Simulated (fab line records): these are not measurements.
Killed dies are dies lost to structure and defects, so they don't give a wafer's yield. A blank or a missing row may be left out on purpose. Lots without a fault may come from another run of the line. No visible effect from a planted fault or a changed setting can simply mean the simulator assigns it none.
2 desks, one fault	flow sky130	each desk has only its own numbers; what lay behind them comes last

AT THE TOOL OWNER'S DESK: rie diel-01
The tool's own readings at SKY_VIA1_ETCH_15 (etches SiO2 in C4F8/O2/Ar, stops on TiN, target depth 351 nm, time 54 s): means of the sampled wafers that have a number, for each lot that ran on this tool. Marked OUT: a lot whose mean sits more than 4 standard deviations from the usual mean, which makes it out of limits; the brackets give that distance.
Columns: A = oes product au at SKY_VIA1_ETCH_15, usual 0.981 a.u.
lot	first seen here	A
L458	day 34 20:05	0.979
L460	day 35 13:14	0.982
L461	day 35 15:44	0.982
L463	day 37 01:34	0.977
L474	day 39 14:17	0.980
L477	day 40 00:55	0.985
L478	day 40 13:16	0.978
Finding of this desk: none of the 7 lots has anything out of limits.

METROLOGY DESK
What the gauges read for every lot (on any tool): the sampled wafers with a number, averaged. Marked OUT: a lot whose mean sits more than 4 standard deviations from the usual mean, which makes it out of limits; the brackets give that distance.
Columns: A = VIA4_HDPCVD_THK at SKY_VIA4_THK_MEAS_01, usual 1745 nm; B = VIA4_BOW at SKY_VIA4_BOW_MEAS_03, usual 80 um
lot	first seen here	A	B
L458	day 42 14:01	1744	78
L460	day 43 05:34	1754	83
L461	day 43 06:29	1730	88
L462	day 43 19:25	1736	65
L463	day 44 10:29	1752	84
L465	day 44 12:44	1756	82
L473	day 46 01:53	1740	97
L474	day 46 14:53	1734	75
L477	day 47 01:34	1740	75
L478	day 47 10:43	1741	81
L480	day 47 18:47	1740	77
L479	day 47 19:42	1759	67
Finding of this desk: none of the 12 lots has anything out of limits.

BROUGHT TOGETHER
Nothing out of limits was seen by the tool owner's desk.
The metrology desk saw nothing out of limits.

WHAT WAS PUT IN BY THE SIMULATOR
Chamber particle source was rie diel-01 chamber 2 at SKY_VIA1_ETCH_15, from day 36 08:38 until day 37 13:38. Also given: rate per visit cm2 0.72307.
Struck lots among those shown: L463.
